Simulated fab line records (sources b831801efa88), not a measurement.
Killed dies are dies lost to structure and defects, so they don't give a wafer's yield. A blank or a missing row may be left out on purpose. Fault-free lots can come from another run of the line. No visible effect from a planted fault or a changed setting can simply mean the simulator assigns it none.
Chamber matching	flow sky130	rie_diel-04 running SKY_POLY_CUT_ETCH_10: 4 sister chambers
The step etches BARC in N2/H2, stops on SiO2, time 45.9 s, target depth 60 nm. 20 wafers are shown with their chamber, then 10 later ones without.

== EACH WAFER AND ITS CHAMBER ==
wafer	chamber	drypump_motor_current_A (A)	chamber_pressure_mTorr (mTorr)	throttle_valve_pct (%)
L075.4	2	4.9	29.974	13.242
L075.5	3	5.1	30.033	13.232
L075.6	2	4.9	29.945	13.235
L077.1	2	4.8	30.050	13.224
L077.3	0	5.5	29.967	13.197
L077.4	1	5.9	29.984	13.215
L079.3	2	4.8	29.988	13.222
L079.4	1	5.9	30.035	13.222
L079.6	0	5.5	29.986	13.216
L080.1	0	5.5	29.971	13.234
L080.3	2	4.8	29.953	13.225
L080.6	1	5.9	29.976	13.215
L082.4	1	5.9	29.964	13.223
L082.5	1	5.9	30.002	13.232
L082.6	2	4.9	29.997	13.230
L086.3	0	5.5	30.009	13.228
L086.4	2	4.9	30.022	13.215
L086.6	1	5.9	29.962	13.205
L091.1	1	5.9	30.027	13.219
L091.3	3	5.1	30.048	13.231

SIGNATURES (averages over the wafers above)
reading	chamber 0	chamber 1	chamber 2	chamber 3	scatter within a chamber
drypump_motor_current_A	5.500	5.900	4.857	5.100	0.0327
chamber_pressure_mTorr	29.98325	29.99286	29.98986	30.04050	0.0303
throttle_valve_pct	13.21875	13.21871	13.22757	13.23150	0.0103
Rule: a wafer's distance from a chamber is the root of the sum, over the readings, of the square of ((its reading less the chamber's mean) divided by the reading's scatter). The wafer belongs to the nearest chamber; if the next one is less than 2 further off, it can't be placed. How the scatter is found: for the shown wafers, subtract from each reading the mean of its chamber, square and add these, divide the total by (wafers less chambers), then take the root.

== WAFERS MISSING THEIR CHAMBER ==
wafer	drypump_motor_current_A (A)	chamber_pressure_mTorr (mTorr)	throttle_valve_pct (%)
L091.6	5.8	29.969	13.228
L092.1	5.5	30.006	13.214
L092.3	4.9	29.962	13.229
L092.5	5.5	29.996	13.218
L093.2	5.5	29.989	13.226
L093.4	5.9	30.062	13.229
L093.6	5.1	30.011	13.229
L096.1	5.8	29.997	13.217
L096.3	5.5	29.955	13.238
L096.4	4.9	30.014	13.223

== THE CHAMBER EACH PASSED THROUGH ==
wafer	from the rows above	in truth
L091.6	1	1
L092.1	0	0
L092.3	2	2
L092.5	0	0
L093.2	0	0
L093.4	1	1
L093.6	3	3
L096.1	1	1
L096.3	0	0
L096.4	2	2
Correctly placed: 10 of 10. Left unplaced by these rows: 0. Wrongly placed: 0.
